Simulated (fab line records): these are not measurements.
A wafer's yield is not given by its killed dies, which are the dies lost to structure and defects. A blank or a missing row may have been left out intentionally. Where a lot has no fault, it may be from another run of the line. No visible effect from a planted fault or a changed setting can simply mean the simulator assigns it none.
2 desks, one fault + flow gf180mcu + each desk holds nothing but its own numbers, with what lay behind them at the end

== THE TOOL OWNER'S DESK: implanter-04 ==
The tool's own readings at GF_MVPSD_IMPLANT_09: means of the sampled wafers that have a number, for each lot that ran on this tool. Marked OUT: a lot whose mean sits more than 4 standard deviations from the usual mean, which makes it out of limits; the brackets give that distance.
Columns: A = beamOnS at GF_MVPSD_IMPLANT_09, usual 10.04 s; B = doseIonsCm2 at GF_MVPSD_IMPLANT_09, usual 5.001e+12; C = faradayCurrentUA at GF_MVPSD_IMPLANT_09, usual 28.1
| lot  | first seen here | A     | B                           | C                       |
|------|-----------------|-------|-----------------------------|-------------------------|
| L992 | day 5 18:05     | 10.13 | 4.997e+12                   | 27.9                    |
| L993 | day 5 20:38     | 10.05 | 4.998e+12                   | 27.9                    |
| L994 | day 6 00:26     | 10.06 | 4.992e+12                   | 28.0                    |
| L996 | day 6 11:47     | 10.30 | 5.007e+12                   | 27.5                    |
| L101 | day 7 19:41     | 10.09 | 5.001e+12                   | 27.9                    |
| L102 | day 8 02:20     | 10.13 | 5.341e+13 (+99 or more) OUT | 297.0 (+99 or more) OUT |
| L106 | day 9 00:50     | 10.07 | 5.340e+13 (+99 or more) OUT | 298.3 (+99 or more) OUT |
Finding of this desk: L102, L106 out of limits; the first was L102 at day 8 02:20, on doseIonsCm2 at GF_MVPSD_IMPLANT_09. In limits: L992, L993, L994, L996, L101.

== AT THE METROLOGY DESK ==
What the gauges read, lot by lot, whatever tool the lot ran on: means of the sampled wafers that have a number. Marked OUT: a lot whose mean sits more than 4 standard deviations from the usual mean, which makes it out of limits; the brackets give that distance.
Columns: A = STI_OXIDATION_THK at GF_STI_THK_MEAS_02, usual 11.02 nm; B = LVPWELL_OVL at GF_LVPWELL_OVL_MEAS_07, usual -0.3 nm; C = MVPSD_TW at GF_MVPSD_TW_MEAS_11, usual 548; D = VT_IMPLANT_01_OVL at GF_VT_IMPLANT_OVL_MEAS_18, usual 0.1 nm; E = MVPSD_RS at GF_VT_IMPLANT_RS_MEAS_49, usual 1178 ohm/sq
| lot  | first seen here | A     | B    | C             | D    | E                     |
|------|-----------------|-------|------|---------------|------|-----------------------|
| L992 | day 2 01:13     | 11.16 | -0.7 | 554           | 0.1  | 1185                  |
| L993 | day 2 04:05     | 10.99 | 1.3  | 546           | 0.7  | 1178                  |
| L994 | day 2 07:31     | 10.96 | -0.4 | 544           | -1.0 | 1177                  |
| L995 | day 2 12:31     | 11.25 | -1.3 | 545           | 0.5  | 1179                  |
| L996 | day 2 17:38     | 11.13 | -0.3 | 544           | 0.0  | 1176                  |
| L997 | day 2 22:42     | 11.21 | 0.5  | 553           | 0.3  | 1174                  |
| L998 | day 3 03:32     | 11.15 | -0.6 | 543           | -0.9 | 1176                  |
| L101 | day 3 18:31     | 11.03 | 0.4  | 548           | 0.1  | 1181                  |
| L102 | day 4 00:43     | 10.73 | -1.7 | 753 (+45) OUT | -0.8 | 598 (-99 or more) OUT |
| L106 | day 4 20:44     | 11.31 | -0.9 | 741 (+42) OUT | 1.9  | 597 (-99 or more) OUT |
| L107 | day 5 01:49     | 10.94 | -1.1 | 550           | -1.7 | 1174                  |
| L109 | day 5 10:46     | 10.80 | -1.5 | 546           | 1.8  | 1175                  |
| L110 | day 5 15:58     | 10.85 | -2.3 | 546           | 0.9  | 1177                  |
This desk reports L102, L106 out of limits; the earliest was L102 at day 8 02:34 (MVPSD_TW at GF_MVPSD_TW_MEAS_11). In limits: L992, L993, L994, L995, L996, L997, L998, L101, L107, L109, L110.

== TAKEN TOGETHER ==
At day 8 02:20, on L102, L106, the tool owner's desk was in a position to raise an alarm.
The metrology desk could have raised an alarm at day 8 02:34, on L102, L106.
On implanter-04, each named lot ran GF_MVPSD_IMPLANT_09.

== WHAT THE SIMULATOR HAD INSERTED ==
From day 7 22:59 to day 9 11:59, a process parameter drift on implanter-04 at GF_MVPSD_IMPLANT_09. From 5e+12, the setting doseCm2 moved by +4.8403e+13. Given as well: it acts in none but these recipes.
Lots struck among those shown: L102, L106.
Time in hours from fault onset to the first out-of-limits reading at each desk: tool owner's desk 3, metrology desk 4.
